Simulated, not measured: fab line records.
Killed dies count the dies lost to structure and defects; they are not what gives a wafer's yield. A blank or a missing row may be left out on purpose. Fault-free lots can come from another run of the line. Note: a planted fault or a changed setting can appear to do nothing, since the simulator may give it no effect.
Which tool was responsible? | flow sky130 | 13 lots, 38 wafers sampled, at 4 steps of a route of 708

== WHAT THE GAUGES SHOWED, per wafer ==
SKY_CONTACT_THK_MEAS_01.
lot  | measured     | on            | CONTACT_CVD_00_THK (nm)
L436 | day 30 09:04 | film-metro-01 | 75.4 77.5 75.4
L437 | day 30 21:43 | film-metro-04 | 75.4 74.3 75.7
L438 | day 31 02:02 | film-metro-02 | 74.8 76.5 75.7
L440 | day 32 09:35 | film-metro-01 | 76.7 76.4 77.5
L441 | day 32 14:36 | film-metro-04 | 75.4 75.1 77.3
L442 | day 33 03:19 | film-metro-02 | 73.1 73.7 75.5
L444 | day 33 10:29 | film-metro-02 | 74.7 74.8 76.4
L446 | day 33 23:20 | film-metro-04 | 73.7 74.7 76.0
L447 | day 34 10:28 | film-metro-04 | 75.2 75.6 77.1
L449 | day 35 01:48 | film-metro-02 | 75.5 74.7 76.8
L450 | day 35 06:49 | film-metro-02 | 73.6 75.5
L458 | day 37 16:14 | film-metro-02 | 74.8 75.6 76.6
L459 | day 37 18:22 | film-metro-04 | 74.2 74.8 76.1

SKY_CONTACT_CD_MEAS_14 targets a cd of 170 nm.
lot  | measured     | on        | cd-nm (nm)
L436 | day 31 13:03 | cd-sem-02 | 171.4 171.3 171.5
L437 | day 32 00:36 | cd-sem-02 | 170.8 171.2 170.9
L438 | day 32 06:21 | cd-sem-01 | 170.7 171.3 171.4
L440 | day 33 13:16 | cd-sem-02 | 168.6 169.3 169.3
L441 | day 33 17:24 | cd-sem-01 | 170.8 170.7 171.1
L442 | day 34 05:43 | cd-sem-02 | 170.8 172.1 171.4
L444 | day 34 13:06 | cd-sem-01 | 170.2 173.0 172.7
L446 | day 35 02:40 | cd-sem-01 | 170.5 170.2 170.0
L447 | day 35 13:35 | cd-sem-02 | 150.0 170.7 171.2
L449 | day 36 04:37 | cd-sem-01 | 151.5 153.1 172.9
L450 | day 36 09:28 | cd-sem-02 | 150.0 170.1
L458 | day 38 18:09 | cd-sem-01 | 170.7 170.6 170.2
L459 | day 38 20:01 | cd-sem-01 | 171.2 171.7 170.7

== EACH LOT AND THE TOOL THAT RAN IT (in order: tool; ch and the chambers of the sampled wafers; start) ==
lot  | SKY_LI_CONTACT_SPUTTER_20    | SKY_CONTACT_EXPOSE_11
L436 | pvd-sputter-04, day 29 03:04 | krf-scanner-01 ch 0, day 30 23:19
L437 | pvd-sputter-04, day 29 16:04 | krf-scanner-01 ch 0, day 31 12:16
L438 | pvd-sputter-01, day 29 20:11 | krf-scanner-01 ch 0, day 31 16:27
L440 | pvd-sputter-04, day 31 04:37 | krf-scanner-02 ch 0, day 33 00:08
L441 | pvd-sputter-01, day 31 09:35 | krf-scanner-02 ch 0, day 33 04:22
L442 | pvd-sputter-01, day 31 22:28 | krf-scanner-01 ch 0, day 33 17:36
L444 | pvd-sputter-03, day 32 06:13 | krf-scanner-01 ch 0, day 34 00:22
L446 | pvd-sputter-01, day 32 18:44 | krf-scanner-01 ch 0, day 34 12:58
L447 | pvd-sputter-03, day 33 06:53 | krf-scanner-01 ch 0, day 35 01:05
L449 | pvd-sputter-04, day 33 21:32 | krf-scanner-01 ch 0, day 35 15:23
L450 | pvd-sputter-03, day 34 02:05 | krf-scanner-01 ch 0, day 35 20:45
L458 | pvd-sputter-03, day 36 11:56 | krf-scanner-02 ch 0, day 38 05:50
L459 | pvd-sputter-03, day 36 13:35 | krf-scanner-02 ch 0, day 38 08:19
- SKY_LI_CONTACT_SPUTTER_20: material TiN, target thk 20 nm, time 80 s.
- SKY_CONTACT_EXPOSE_11: exposes mask CTM1, target cd 170 nm.

== AS READ BY THE TOOLS THEMSELVES (means over the sampled wafers that have a number; for cases with no such wafer, the mark the record gives instead) ==
SKY_LI_CONTACT_SPUTTER_20.
lot  | tool           | throttle-valve-pct (%)
L436 | pvd-sputter-04 | 31.4
L437 | pvd-sputter-04 | 30.0
L438 | pvd-sputter-01 | 31.1
L440 | pvd-sputter-04 | 29.8
L441 | pvd-sputter-01 | 30.5
L442 | pvd-sputter-01 | 31.1
L444 | pvd-sputter-03 | 31.4
L446 | pvd-sputter-01 | 31.0
L447 | pvd-sputter-03 | 31.5
L449 | pvd-sputter-04 | 28.7
L450 | pvd-sputter-03 | 32.2
L458 | pvd-sputter-03 | 31.8
L459 | pvd-sputter-03 | 31.4

== THE ANSWER, worked out from the rows above alone ==
Rule: usual is defined by the lots themselves. Put in order of their means at a reading, lots are off if they are a third of the lots or fewer, leave a main group of 4 or more, and stand apart from it by a gap of 3 or more times the standard deviation of the main group's means; of several such gaps the widest counts. Not used: any main group whose means are identical at the precision the tables above print for the reading. A lot without any number at a reading at which 4 lots or more have one is off too. Any other lot the step has rows for is counted as sound. First the gauges in route order, then the tools' own readings, where a lot's mean is used as printed above. At the first step where some lot is off, the reading lying furthest off is the one used; lots without a number count as furthest.
Off at SKY_CONTACT_CD_MEAS_14 (cd-nm): L447, L449, L450. Main group: mean 170.9 nm, sd 0.76.
If a tool, at a process step before that reading, ran all the lots that are off and no sound lot after the first of them, it fits. The gauges at SKY_CONTACT_CD_MEAS_14 are tried like those tools. One fits: krf-scanner-01 at SKY_CONTACT_EXPOSE_11. Its last sound lot is L446 (day 34 12:58), its first lot that is off L447 (day 35 01:05): a fault that began between those two fits.

== WHAT THE SIMULATOR PUT IN ==
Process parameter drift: krf-scanner-01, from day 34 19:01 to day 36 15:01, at SKY_CONTACT_EXPOSE_11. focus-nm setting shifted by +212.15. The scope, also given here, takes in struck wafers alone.
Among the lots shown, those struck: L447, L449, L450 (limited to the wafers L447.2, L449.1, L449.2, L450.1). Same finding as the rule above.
